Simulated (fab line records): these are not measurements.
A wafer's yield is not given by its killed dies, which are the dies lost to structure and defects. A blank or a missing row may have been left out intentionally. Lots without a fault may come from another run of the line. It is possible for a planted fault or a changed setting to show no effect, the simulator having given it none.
A struck lot beside a sound one | flow sfq-line | 21 out of 325 route steps
Sound: the wafers L629.2, L629.3, L629.4. Wafers struck: L633.2, L633.3, L633.5. Last of all comes the cause.
Order at every step that has rows: each side's tool, ch and its chambers, its first start. Under that, the readings that differ: sound wafers | struck wafers | difference of the means | sigmas: that difference in standard deviations of wafers without a fault.
alike: readings whose means differ by less than 2 such deviations, and words and numbers that are the same on both sides. not compared: withheld readings, readings that some wafer has no value for, bounds like >300 that may hide the same value, and numbers for which the record gives no deviation and whose values overlap.
A row with sigmas, a row that says differs or no value, or rows on one side alone: a step with any of these is where the two part. When numbers do not overlap yet have no deviation, they are printed without sigmas and do not part them. A reading missing from all wafers of one side parts the sides only when that side holds two or more wafers.

first, 2 steps without rows for these wafers: SFQ_TRILAYER_M0_LITHO_PEB_024 (peb time 60 s); SFQ_TRILAYER_M0_LITHO_DEVELOP_023 (time 60 s).
SFQ_M0_OVL_MEAS_906:
  struck on overlay-02, day 18 13:59; sound on overlay-02, day 17 10:15
  alike: M0_OVL
SFQ_TRILAYER_M0_BARC_OPEN_METAL_ETCH_031: etches BARC in O2, target depth 125 nm, time 41.7 s.
  sound on rie-metal-04 ch 0,1, day 17 10:17; struck on rie-metal-04 ch 0, day 18 14:01
  alike: drypump-motor-current-A, oes-product-au
  not compared: rf-hours-counter-h
SFQ_TRILAYER_M0_ETCH_METAL_ETCH_024: etches Nb in Cl2/Ar, stops on SiO2, target depth 240 nm, time 120 s.
  sound on rie-metal-04 ch 0,1, day 17 10:20; struck on rie-metal-04 ch 0, day 18 14:04
  alike: drypump-motor-current-A, oes-product-au
  not compared: rf-hours-counter-h
then, 3 steps without rows for these wafers: SFQ_TRILAYER_M0_STRIP_STRIP_025 (strips in O2); SFQ_TRILAYER_M0_STRIP_SOLV_CLEAN_026 (cleans in NMP, time 600 s); SFQ_TRILAYER_I0_DEP_PECVD_027 (deposits SiO2 from SiH4/N2O, time 111.11 s, target thk 500 nm).
SFQ_TRILAYER_I0_CMP_CMP_028: polishes SiO2.
  sound on cmp-02 ch 0,1,2, day 17 11:22; struck on cmp-01 ch 0,2,3, day 18 16:03
  alike: motor-current-A, retaining-ring-pressure-frac, time-to-endpoint-s
SFQ_I0_BOW_MEAS_907:
  struck on film-metro-02, day 18 18:04; sound on film-metro-02, day 17 14:23
  alike: I0_BOW
SFQ_TRILAYER_I0_METRO_MEASURE_029:
  struck on film-metro-02, day 18 18:22; sound on film-metro-02, day 17 14:41
  alike: thk-nm
then, 1 step without rows for these wafers: SFQ_TRILAYER_I0_VIA_LITHO_COAT_036 (resist thk 62 nm).
SFQ_TRILAYER_I0_VIA_LITHO_COAT_031: resist thk 650 nm.
  sound on litho-track-04 ch 0, day 17 16:02; struck on litho-track-04 ch 0, day 18 19:43
  reading                                                 | sound             | struck            | difference | sigmas
  model.KrF_of_TRILAYER_I0_VIA_LITHO_COAT_031.thk-nm (nm) | 653.2 654.6 654.5 | 678.9 680.1 678.9 | +25.2      |
then, 4 steps without rows for these wafers: SFQ_TRILAYER_I0_VIA_LITHO_SOFTBAKE_035; SFQ_TRILAYER_I0_VIA_LITHO_EXPOSE_032 (exposes mask I0, target cd 500 nm); SFQ_TRILAYER_I0_VIA_LITHO_PEB_034 (peb time 60 s); SFQ_TRILAYER_I0_VIA_LITHO_DEVELOP_033 (time 60 s).
-- the record jumps here: 7 days lie between the struck wafers' starts before and after --
SFQ_I0_OVL_MEAS_908:
  struck on overlay-01, day 25 10:26; sound on overlay-01, day 23 23:23
  alike: I0_OVL
SFQ_TRILAYER_I0_VIA_BARC_OPEN_VIA_ETCH_046: etches BARC in O2, target depth 125 nm, time 41.7 s.
  sound on rie-diel-01 ch 0,1,2, day 23 23:25; struck on rie-diel-01 ch 0,2,3, day 25 10:28
  alike: drypump-motor-current-A, oes-product-au
  not compared: rf-hours-counter-h
SFQ_TRILAYER_I0_VIA_ETCH_VIA_ETCH_034: etches SiO2 in CHF3, stops on Nb, target depth 260 nm.
  sound on rie-diel-01 ch 0,1,2, day 23 23:27; struck on rie-diel-01 ch 0,2,3, day 25 10:30
  reading                                                 | sound           | struck          | difference | sigmas
  model.KrF_of_TRILAYER_I0_VIA_LITHO_COAT_031.thk-nm (nm) | 534.3 534 533.6 | 557.7 559 557.5 | +24.1      |
  alike: drypump-motor-current-A, oes-product-au
then, 1 step without rows for these wafers: SFQ_TRILAYER_I0_VIA_STRIP_STRIP_035 (strips in O2).

## WHERE THEY PART
Nowhere in this record.

WHY: what had been put in by the simulator
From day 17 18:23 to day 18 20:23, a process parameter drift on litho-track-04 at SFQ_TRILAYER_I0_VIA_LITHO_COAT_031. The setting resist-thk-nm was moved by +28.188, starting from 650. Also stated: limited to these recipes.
